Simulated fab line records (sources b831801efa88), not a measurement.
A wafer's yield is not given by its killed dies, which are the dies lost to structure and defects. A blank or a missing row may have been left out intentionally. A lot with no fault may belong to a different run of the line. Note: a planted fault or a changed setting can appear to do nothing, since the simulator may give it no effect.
Struck lot and sound lot, side by side | flow sky130 | 16 steps out of a route of 708
Sound: these wafers, L396.2, L396.4, L396.5. Struck: wafers L404.2, L404.4. (L404.6 of the same lot was not struck and is left out.) The cause comes at the end.
At each step with rows: each side's tool, then ch and its chambers, then its first start. Under that, the readings that differ: sound wafers | struck wafers | difference of the means | sigmas: that difference in standard deviations of wafers without a fault.
alike: readings with means less than 2 such deviations apart, plus words and numbers identical on both sides. not compared: withheld readings, readings lacking a value on some wafer, bounds such as >300 that could conceal the same value, and numbers that have no deviation in the record and whose values overlap.
Wherever a step has rows on one side only, a row that says differs or no value, or a row with sigmas, the two part there. When numbers do not overlap yet have no deviation, they are printed without sigmas and do not part them. A reading missing from all wafers of one side parts the sides only when that side holds two or more wafers.

first, 3 steps without rows for these wafers: SKY_METAL2_EXPOSE_12 (exposes mask MM2, target cd 140 nm); SKY_METAL2_PEB_13; SKY_METAL2_DEVELOP_14 (develop time 60 s).
SKY_METAL2_CD_MEAS_15: target cd 140 nm.
  sound on cd_sem-01 at day 36 09:49; struck on cd_sem-01 at day 39 19:38
  alike: cd_nm
SKY_METAL2_OVL_MEAS_16:
  sound on overlay-01 at day 36 09:55; struck on overlay-01 at day 39 19:45
  alike: METAL2_OVL
SKY_METAL2_DESCUM_17: chemistry O2, time 8 s.
  sound on rie_metal-01 ch 0,1, day 36 09:57; struck on rie_metal-01 ch 0,1, day 39 19:47
  alike: drypump_motor_current_A, oes_product_au, rf_fwd_power_W
  not compared: rf_hours_counter_h
SKY_METAL2_ETCH_18: etches BARC in N2/H2, stops on SiO2, time 45.9 s, target depth 60 nm.
  sound on rie_metal-01 ch 0,1, day 36 09:59; struck on rie_metal-01 ch 0,1, day 39 19:49
  alike: bias_w, drypump_motor_current_A, oes_product_au, rf_fwd_power_W, throttle_valve_pct
  not compared: rf_hours_counter_h
SKY_METAL2_METAL_ETCH_19: etches the open film in Cl2/BCl3, stops on SiO2, target depth 360 nm, time 78 s.
  sound on rie_metal-01 ch 0,1, day 36 10:03; struck on rie_metal-01 ch 0,1, day 39 19:52
  alike: bias_w, drypump_motor_current_A, oes_product_au, rf_fwd_power_W, throttle_valve_pct
  not compared: rf_hours_counter_h
SKY_METAL2_STRIP_20: strips in O2/N2.
  sound on plasma_asher-02 ch 0, day 36 10:08; struck on plasma_asher-03 ch 0,1, day 39 19:58
  alike: drypump_motor_current_A, oes_product_au, strip_time_to_endpoint_s
  not compared: rf_hours_counter_h
then, 3 steps without rows for these wafers: SKY_METAL2_STRIP_21 (strips in post etch residue remover, time 1200 s); SKY_METAL2_CLEAN_22 (cleans in IPA, time 180 s); SKY_METAL2_CLEAN_23 (cleans in O3/DIW).
SKY_VIA2_HDPCVD_00: deposits SiO2, target thk 1180 nm, time 196.7 s.
  sound on hdpcvd-01 ch 0,1, day 36 10:44; struck on hdpcvd-01 ch 2, day 39 20:34
  reading                                  | sound             | struck      | difference | sigmas
  run_length_s (s)                         | 225.2 225.2 224.4 | 216.6 217.0 | -8.1       | -13
  model.SiO2_of_VIA2_HDPCVD_00.thk_nm (nm) | 1180 1172 1172    | 1128 1126   | -48        |
SKY_VIA2_THK_MEAS_01:
  sound on film_metro-04 at day 36 10:52; struck on film_metro-04 at day 39 20:41
  reading              | sound          | struck    | difference | sigmas
  VIA2_HDPCVD_THK (nm) | 1180 1172 1172 | 1127 1126 | -48        | -5
SKY_VIA2_CMP_02: polishes SiO2.
  sound on cmp-01 ch 0,2,3, day 36 10:55; struck on cmp-02 ch 1,3, day 39 20:44
  alike: motor_current_A, slurry_flow_ml_min
-- the record jumps here: 10 days lie between the struck wafers' starts before and after (it left off in module VIA2 and takes up again in module PAD_OPEN, whose first step shown is number 708 of the route) --
SKY_PAD_OPEN_PROBE_99:
  sound on prober-02 at day 46 18:10; struck on prober-02 at day 49 09:58
  reading             | sound    | struck | difference | sigmas
  killed_at_front_end | 13 31 19 | 15 9   | -9         | -2
  alike: defect_limited_yield, killed_at_M0_to_M3, killed_at_M4_up, killed_at_contacts, killed_at_other, killed_dies, killed_open, killed_short, sort_bin_3_pad_short, sort_bin_5_function, sort_bin_6_memory, sort_n_pass, sort_yield_pct

== WHERE THEY PART ==
At SKY_VIA2_HDPCVD_00 first; at SKY_PAD_OPEN_PROBE_99 last (within this record only).

WHY: the cause the simulator had injected
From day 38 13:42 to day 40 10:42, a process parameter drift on hdpcvd-01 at SKY_VIA2_HDPCVD_00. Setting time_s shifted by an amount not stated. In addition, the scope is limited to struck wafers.
